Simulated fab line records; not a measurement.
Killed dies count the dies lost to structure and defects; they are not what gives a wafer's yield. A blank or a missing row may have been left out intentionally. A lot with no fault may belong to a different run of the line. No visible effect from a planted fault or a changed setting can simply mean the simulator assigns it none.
fab line records	flow sky130
record lots=14	wafers=39	lastDay=50
route steps=708 shown POLY_CUT@316 SD_N@349 LI_CONTACT@371 LOCAL_INTERCONNECT@398 PAD_OPEN@708
lots that met no fault: from a run of the same line without faults
startH: start of the lot's first displayed wafer, in hours after the record's first day	waitH: time in hours since the lot's previous step	" identical to the entry in the row above	L1.1+2: a single row standing in for several wafers	- either no value or no given start	* or withheld: withheld	< > ~ a bound
route shown NAME@n: a module of which the file shows steps, and the number in the route of the first	usual: the fault-free wafers' mean and standard deviation	same: alike in all rows	chamber/n: place in a boat	sites: readings site by site	_std_site: standard deviation across them	_edge_site: the outer-site mean with the inner-site mean subtracted	radiusMm: for every site, how far away it sits from the centre of the wafer	mask NAME#n: copy n	behind: tool/chamber where the wafer was last shaped	hold: why the lot was held/for how many hours/how that ended	device: which transistor (n, p or np) failed to switch	end of line: the route-end tests of the same wafers	a step given without rows: its recipe and nothing more	killed: dies lost to structure and defects at the first sort, not the wafer's yield	map: per-die view of a wafer (x killed, . not killed, _ where there is no die)
set.NAME: setting as actually run; set.NAME@STEP: the setting as run at that earlier step	model.NAME: the simulator's own value behind a step, which no gauge read
one table for each step of the route and one row for each wafer, over a sample of lots
services: when a tool's chamber went out of use (startH, in hours from the record's first day, below 0 if earlier), for how many hours, and the reason
## steps
# step SKY_POLY_CUT_OVL_MEAS_09
# usual POLY_CUT_OVL=0/5.6
lot.wafer	tool	chamber	startH	waitH	POLY_CUT_OVL[nm]
L961.1	overlay-01	-	517.77	0.1	-10
L961.4	"	-	"	"	-4
L961.6	"	-	"	"	-5
L962.2	overlay-02	-	561.33	0.1	-7
L962.3	"	-	"	"	-5
L962.4	"	-	"	"	-1
L966.1	overlay-01	-	611.57	0.1	-5
L966.5	"	-	"	"	1
L966.6	"	-	"	"	3
L967.1	overlay-01	-	620.13	0.1	-6
L967.3	"	-	"	"	-2
L967.4	"	-	"	"	2
L968.2	overlay-02	-	634.48	0.1	4
L968.5	"	-	"	"	7
L968.6	"	-	"	"	1
L970.1	overlay-02	-	653.62	0.1	-7
L970.5	"	-	"	"	-7
L970.6	"	-	"	"	9
L971.1	overlay-02	-	661.83	0.1	1
L971.3	"	-	"	"	3
L971.5	"	-	"	"	8
L972.1	overlay-01	-	668.82	0.1	-3
L972.4	"	-	"	"	-1
L972.6	"	-	"	"	2
L977.1	overlay-01	-	718.99	0.1	-8
L977.3	"	-	"	"	-8
L977.6	"	-	"	"	4
L974.2	overlay-02	-	719.12	0.1	-11
L974.3	"	-	"	"	-5
L974.6	"	-	"	"	-12
L975.3	overlay-02	-	720.59	0.1	6
L975.5	"	-	"	"	7
L980.3	overlay-02	-	728.64	0.1	1
L980.5	"	-	"	"	1
L981.4	overlay-02	-	743.74	0.1	4
L981.5	"	-	"	"	2
L983.1	overlay-01	-	765.03	0.1	-9
L983.5	"	-	"	"	-5
L983.6	"	-	"	"	-1
# step SKY_SD_N_CD_MEAS_07
# recipe targetCdNm=380
# usual cdNm=379.9/2.5
lot.wafer	tool	chamber	startH	waitH	cdNm
L961.1	cdSem-02	-	609.52	0.1	376.6
L961.4	"	-	"	"	379.7
L961.6	"	-	"	"	380.4
L962.2	cdSem-02	-	649.73	0.1	381.1
L962.3	"	-	"	"	380.1
L962.4	"	-	"	"	380.9
L966.1	cdSem-01	-	698.66	0.1	378.3
L966.5	"	-	"	"	380.3
L966.6	"	-	"	"	378.7
L967.1	cdSem-02	-	708.50	0.1	383.6
L967.3	"	-	"	"	379.5
L967.4	"	-	"	"	380.6
L968.2	cdSem-02	-	722.23	0.1	381.2
L968.5	"	-	"	"	382.2
L968.6	"	-	"	"	380.1
L970.1	cdSem-02	-	740.32	0.1	380.5
L970.5	"	-	"	"	382.3
L970.6	"	-	"	"	379.3
L971.1	cdSem-02	-	746.50	0.1	381.0
L971.3	"	-	"	"	379.6
L971.5	"	-	"	"	380.2
L972.1	cdSem-01	-	753.26	0.1	380.2
L972.4	"	-	"	"	378.4
L972.6	"	-	"	"	377.2
L977.1	cdSem-01	-	795.31	0.1	374.7
L977.3	"	-	"	"	377.2
L977.6	"	-	"	"	373.9
L974.2	cdSem-01	-	796.42	0.1	379.9
L974.3	"	-	"	"	378.8
L974.6	"	-	"	"	376.9
L975.3	cdSem-01	-	798.75	0.1	385.0
L975.5	"	-	"	"	385.2
L980.3	cdSem-01	-	802.75	0.1	379.0
L980.5	"	-	"	"	380.5
L981.4	cdSem-02	-	819.02	0.1	379.4
L981.5	"	-	"	"	378.7
L983.1	cdSem-01	-	839.12	0.1	378.1
L983.5	"	-	"	"	380.3
L983.6	"	-	"	"	379.2
# step SKY_LI_CONTACT_EXPOSE_09
# recipe maskId=LICM1	na=0.8	sourceShape=annular	sigmaInner=0.55	sigmaOuter=0.85	targetCdNm=170	doseMj=38
# usual stageVelMmS=499.98/0.25
lot.wafer	tool	chamber	startH	waitH	mask	stageVelMmS
L961.1	krfScanner-01	0	627.15	-	LICM1#0	499.83
L961.4	"	0	"	"	LICM1#0	500.04
L961.6	"	0	"	"	LICM1#0	500.14
L962.2	krfScanner-01	0	665.88	-	LICM1#0	500.07
L962.3	"	0	"	"	LICM1#0	500.15
L962.4	"	0	"	"	LICM1#0	500.48
L966.1	krfScanner-02	0	714.85	-	LICM1#0	499.68
L966.5	"	0	"	"	LICM1#0	500.17
L966.6	"	0	"	"	LICM1#0	499.55
L967.1	krfScanner-02	0	724.90	-	LICM1#0	499.92
L967.3	"	0	"	"	LICM1#0	500.01
L967.4	"	0	"	"	LICM1#0	499.80
L968.2	krfScanner-02	0	737.52	-	LICM1#0	500.08
L968.5	"	0	"	"	LICM1#0	499.65
L968.6	"	0	"	"	LICM1#0	499.78
L970.1	krfScanner-02	0	755.45	-	LICM1#0	500.22
L970.5	"	0	"	"	LICM1#0	500.00
L970.6	"	0	"	"	LICM1#0	500.30
L971.1	krfScanner-02	0	761.06	-	LICM1#0	500.54
L971.3	"	0	"	"	LICM1#0	500.16
L971.5	"	0	"	"	LICM1#0	500.12
L972.1	krfScanner-01	0	768.78	-	LICM1#0	499.92
L972.4	"	0	"	"	LICM1#0	500.14
L972.6	"	0	"	"	LICM1#0	500.32
L977.1	krfScanner-01	0	808.01	-	LICM1#0	500.20
L977.3	"	0	"	"	LICM1#0	500.13
L977.6	"	0	"	"	LICM1#0	500.58
L974.2	krfScanner-01	0	809.12	-	LICM1#0	499.80
L974.3	"	0	"	"	LICM1#0	499.90
L974.6	"	0	"	"	LICM1#0	499.86
L975.3	krfScanner-02	0	811.74	-	LICM1#0	500.14
L975.5	"	0	"	"	LICM1#0	500.02
L980.3	krfScanner-02	0	817.77	-	LICM1#0	499.82
L980.5	"	0	"	"	LICM1#0	500.21
L981.4	krfScanner-02	0	833.31	-	LICM1#0	499.62
L981.5	"	0	"	"	LICM1#0	499.80
L983.1	krfScanner-01	0	855.08	-	LICM1#0	499.95
L983.5	"	0	"	"	LICM1#0	499.80
L983.6	"	0	"	"	LICM1#0	500.39
# step SKY_LI_CONTACT_CD_MEAS_12
# recipe targetCdNm=170
# usual cdNm=170.4/1.9
lot.wafer	tool	chamber	startH	waitH	cdNm
L961.1	cdSem-01	-	640.81	-	167.9
L961.4	"	-	"	"	168.3
L961.6	"	-	"	"	168.2
L962.2	cdSem-02	-	679.93	-	169.1
L962.3	"	-	"	"	169.7
L962.4	"	-	"	"	169.2
L966.1	cdSem-02	-	728.81	-	168.7
L966.5	"	-	"	"	168.7
L966.6	"	-	"	"	168.8
L967.1	cdSem-02	-	738.35	-	170.8
L967.3	"	-	"	"	171.7
L967.4	"	-	"	"	169.7
L968.2	cdSem-01	-	750.88	-	168.1
L968.5	"	-	"	"	168.1
L968.6	"	-	"	"	168.2
L970.1	cdSem-01	-	768.51	-	168.8
L970.5	"	-	"	"	169.6
L970.6	"	-	"	"	168.6
L971.1	cdSem-02	-	773.96	-	174.1
L971.3	"	-	"	"	173.3
L971.5	"	-	"	"	173.0
L972.1	cdSem-01	-	779.81	-	169.9
L972.4	"	-	"	"	170.3
L972.6	"	-	"	"	170.2
L977.1	cdSem-01	-	822.75	-	169.9
L977.3	"	-	"	"	170.9
L977.6	"	-	"	"	171.9
L974.2	cdSem-01	-	822.89	-	170.8
L974.3	"	-	"	"	170.6
L974.6	"	-	"	"	171.0
L975.3	cdSem-02	-	825.99	-	132.1
L975.5	"	-	"	"	172.0
L980.3	cdSem-02	-	830.72	-	130.3
L980.5	"	-	"	"	171.1
L981.4	cdSem-01	-	845.22	-	129.6
L981.5	"	-	"	"	170.2
L983.1	cdSem-02	-	866.45	-	170.7
L983.5	"	-	"	"	170.7
L983.6	"	-	"	"	171.7
# step SKY_LOCAL_INTERCONNECT_CD_MEAS_11
# recipe targetCdNm=170
# usual cdNm=169.6/1.2
lot.wafer	tool	chamber	startH	waitH	cdNm
L961.1	cdSem-02	-	671.74	-	169.2
L961.4	"	-	"	"	170.2
L961.6	"	-	"	"	170.2
L962.2	cdSem-01	-	709.99	-	167.5
L962.3	"	-	"	"	167.6
L962.4	"	-	"	"	169.1
L966.1	cdSem-02	-	757.31	-	170.3
L966.5	"	-	"	"	170.6
L966.6	"	-	"	"	169.9
L967.1	cdSem-02	-	766.06	-	171.0
L967.3	"	-	"	"	170.5
L967.4	"	-	"	"	170.2
L968.2	cdSem-01	-	777.94	-	170.0
L968.5	"	-	"	"	171.4
L968.6	"	-	"	"	169.7
L970.1	cdSem-01	-	793.92	-	169.7
L970.5	"	-	"	"	169.1
L970.6	"	-	"	"	168.3
L971.1	cdSem-01	-	799.41	-	169.5
L971.3	"	-	"	"	170.1
L971.5	"	-	"	"	169.7
L972.1	cdSem-01	-	804.47	-	169.3
L972.4	"	-	"	"	168.6
L972.6	"	-	"	"	169.6
L977.1	cdSem-02	-	850.77	-	169.5
L977.3	"	-	"	"	170.2
L977.6	"	-	"	"	168.7
L974.2	cdSem-01	-	851.07	-	170.2
L974.3	"	-	"	"	169.3
L974.6	"	-	"	"	170.4
L975.5	cdSem-01	-	853.94	-	171.1
L980.5	cdSem-02	-	857.13	-	172.8
L981.5	cdSem-02	-	871.65	-	169.9
L983.1	cdSem-02	-	893.91	-	168.4
L983.5	"	-	"	"	169.2
L983.6	"	-	"	"	169.9
# step SKY_PAD_OPEN_PROBE_99
# usual killed_at_M0_to_M3=43/6.6	killed_at_M4_up=3.2/1.8	killedAtContacts=24/5	killedAtFrontEnd=15/4.5	killedAtOther=0.2/0.46	killedDies=86/8.8	killedOnRim=16/3.4	killedOpen=48/6.6	killedShort=38/6.1
# same grossDies=492	killedAtBackSide=0
lot.wafer	tool	chamber	startH	waitH	killed_at_M0_to_M3	killed_at_M4_up	killedAtContacts	killedAtFrontEnd	killedAtOther	killedDies	killedOnRim	killedOpen	killedShort
L967.1	prober-02	-	1113.93	0.1	33	4	28	15	1	81	16	45	36
L967.3	prober-02	-	1114.03	0.2	60	2	22	8	1	93	22	51	42
L967.4	prober-02	-	1114.08	0.2	43	5	28	14	0	90	16	40	50
L968.2	prober-01	-	1128.88	0.1	56	4	26	14	0	100	22	53	47
L968.5	prober-01	-	1129.03	0.2	51	2	24	8	0	85	19	54	31
L968.6	prober-01	-	1129.08	0.2	53	3	20	13	0	89	17	53	36
L975.3	prober-01	-	1183.36	0.2	51	3	387	18	0	459	96	52	52
L975.5	prober-01	-	1183.46	0.2	49	4	29	11	0	93	21	60	33
L980.3	prober-02	-	1186.78	0.2	40	2	425	10	0	477	96	45	34
L980.5	prober-02	-	1186.88	0.2	53	5	24	10	0	92	23	50	42
L981.4	prober-01	-	1194.84	0.2	47	5	409	15	1	477	96	52	40
L981.5	prober-01	-	1194.89	0.2	43	3	18	14	0	78	13	48	30
# killed by level:class
L967.1 CONTACT:geometricParticle:open=12 LI_CONTACT:geometricParticle:open=8 VIA1:geometricParticle:open=7 VIA1:geometricParticle:short=6 METAL2:geometricParticle:short=5 FIELD_ISO:geometricParticle:short=4 CONTACT:geometricParticle:short=4 VIA2:geometricParticle:open=4
L967.3 VIA1:geometricParticle:open=19 CONTACT:geometricParticle:open=12 VIA1:geometricParticle:short=9 VIA3:geometricParticle:open=7 VIA2:geometricParticle:open=6 METAL1:geometricParticle:short=5 METAL2:geometricParticle:short=5 VIA2:geometricParticle:short=4
L967.4 VIA1:geometricParticle:open=11 CONTACT:geometricParticle:open=9 METAL1:geometricParticle:short=9 LI_CONTACT:geometricParticle:open=7 POLY_GATE:geometricParticle:short=6 LOCAL_INTERCONNECT:geometricParticle:short=6 FIELD_ISO:geometricParticle:open=5 CONTACT:geometricParticle:short=5
L968.2 VIA1:geometricParticle:open=11 CONTACT:geometricParticle:open=9 METAL1:geometricParticle:short=7 METAL2:geometricParticle:short=7 VIA3:geometricParticle:open=6 FIELD_ISO:geometricParticle:open=5 VIA2:geometricParticle:open=5 FIELD_ISO:geometricParticle:short=4
L968.5 VIA1:geometricParticle:open=12 CONTACT:geometricParticle:open=11 VIA2:geometricParticle:open=9 LI_CONTACT:geometricParticle:open=6 METAL1:geometricParticle:short=6 VIA3:geometricParticle:open=6 METAL2:geometricParticle:short=5 VIA1:geometricParticle:short=4
L968.6 VIA1:geometricParticle:open=14 VIA2:geometricParticle:open=13 LI_CONTACT:geometricParticle:open=6 VIA1:geometricParticle:short=6 METAL2:geometricParticle:short=6 FIELD_ISO:geometricParticle:open=5 FIELD_ISO:geometricParticle:short=5 CONTACT:geometricParticle:open=5
L975.3 LI_CONTACT:areaExpose=355 CONTACT:geometricParticle:open=12 VIA1:geometricParticle:open=9 METAL2:geometricParticle:short=7 VIA2:geometricParticle:open=7 CONTACT:geometricParticle:short=7 VIA3:geometricParticle:open=7 LI_CONTACT:geometricParticle:open=6
L975.5 CONTACT:geometricParticle:open=12 VIA2:geometricParticle:open=12 VIA1:geometricParticle:open=11 LI_CONTACT:geometricParticle:open=10 METAL1:geometricParticle:short=6 METAL2:geometricParticle:short=5 FIELD_ISO:geometricParticle:open=4 POLY_GATE:geometricParticle:open=4
L980.3 LI_CONTACT:areaExpose=398 VIA1:geometricParticle:open=10 CONTACT:geometricParticle:open=8 LI_CONTACT:geometricParticle:open=7 LOCAL_INTERCONNECT:geometricParticle:short=6 VIA3:geometricParticle:open=6 METAL2:geometricParticle:short=5 METAL3:geometricParticle:short=4
L980.5 METAL1:geometricParticle:short=9 VIA1:geometricParticle:open=9 VIA3:geometricParticle:open=9 LI_CONTACT:geometricParticle:open=8 CONTACT:geometricParticle:open=8 VIA2:geometricParticle:open=7 VIA1:geometricParticle:short=6 LOCAL_INTERCONNECT:geometricParticle:short=5
L981.4 LI_CONTACT:areaExpose=385 VIA1:geometricParticle:open=12 CONTACT:geometricParticle:open=8 VIA2:geometricParticle:open=7 VIA3:geometricParticle:open=7 VIA1:geometricParticle:short=6 LI_CONTACT:geometricParticle:open=6 POLY_GATE:geometricParticle:short=5
L981.5 VIA1:geometricParticle:open=15 CONTACT:geometricParticle:open=7 METAL1:geometricParticle:short=5 VIA2:geometricParticle:open=5 LI_CONTACT:geometricParticle:open=4 METAL2:geometricParticle:short=4 VIA3:geometricParticle:open=4 VIA3:geometricParticle:short=4
## services
tool	chamber	startH	hours	kind
krfScanner-02	-	633.20	0.2	repair
krfScanner-01	-	633.56	0.2	repair
krfScanner-01	-	642.01	1.3	pm
krfScanner-01	-	647.23	4.4	pm
krfScanner-02	-	651.60	1.3	pm
krfScanner-02	-	677.59	1.0	pm
krfScanner-02	-	691.74	0.8	pm
krfScanner-02	-	692.84	0.2	repair
krfScanner-01	-	703.53	1.3	repair
krfScanner-01	-	704.82	1.2	repair
krfScanner-01	-	706.05	1.0	pm
krfScanner-01	-	708.31	0.8	pm
krfScanner-02	-	731.23	1.0	pm
krfScanner-01	-	740.10	1.7	repair
krfScanner-02	-	764.44	9.0	repair
krfScanner-01	-	795.79	3.6	pm
krfScanner-01	-	813.79	4.0	pm
krfScanner-01	-	817.91	1.3	pm
krfScanner-02	-	823.72	1.3	pm
## key
firstSign step=SKY_LI_CONTACT_CD_MEAS_12	reading=cdNm	direction=down	sigmas=21	usual=170.4	struck=130.7
effect step=SKY_PAD_OPEN_PROBE_99	reading=killedAtContacts	direction=up	sigmas=77	usual=24	struck=407
moreKillsBornAt SKY_LI_CONTACT_EXPOSE_09@krfScanner-02=1138
metAt SKY_LI_CONTACT_EXPOSE_09
struckLots L975,L980,L981
struckWafers L975.3,L980.3,L981.4
laterRowsLeftOut L975.3,L980.3,L981.4
testerLeftOut L975,L980,L981
notActingAt SKY_POLY_CUT_OVL_MEAS_09,SKY_SD_N_CD_MEAS_07,SKY_LOCAL_INTERCONNECT_CD_MEAS_11
onsetBetween 761.06 811.74
fault kind=processParameterDrift	tool=krfScanner-02	chamber=-	onsetH=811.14	steps=SKY_LI_CONTACT_EXPOSE_09	channel=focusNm	offset=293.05	shape=step	endH=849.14	scope=struckWafersOnly
# testerLeftOut: of these lots the tester's yield and bins aren't shown, on N5 and GAA mostly nor the transistor test; their killed dies are dies lost to structure and defects alone, not to doping, threshold or leakage, so they don't give the yield
# laterRowsLeftOut: the simulator's readings of these wafers behind a module that went badly wrong aren't trusted and aren't shown, but for the sort
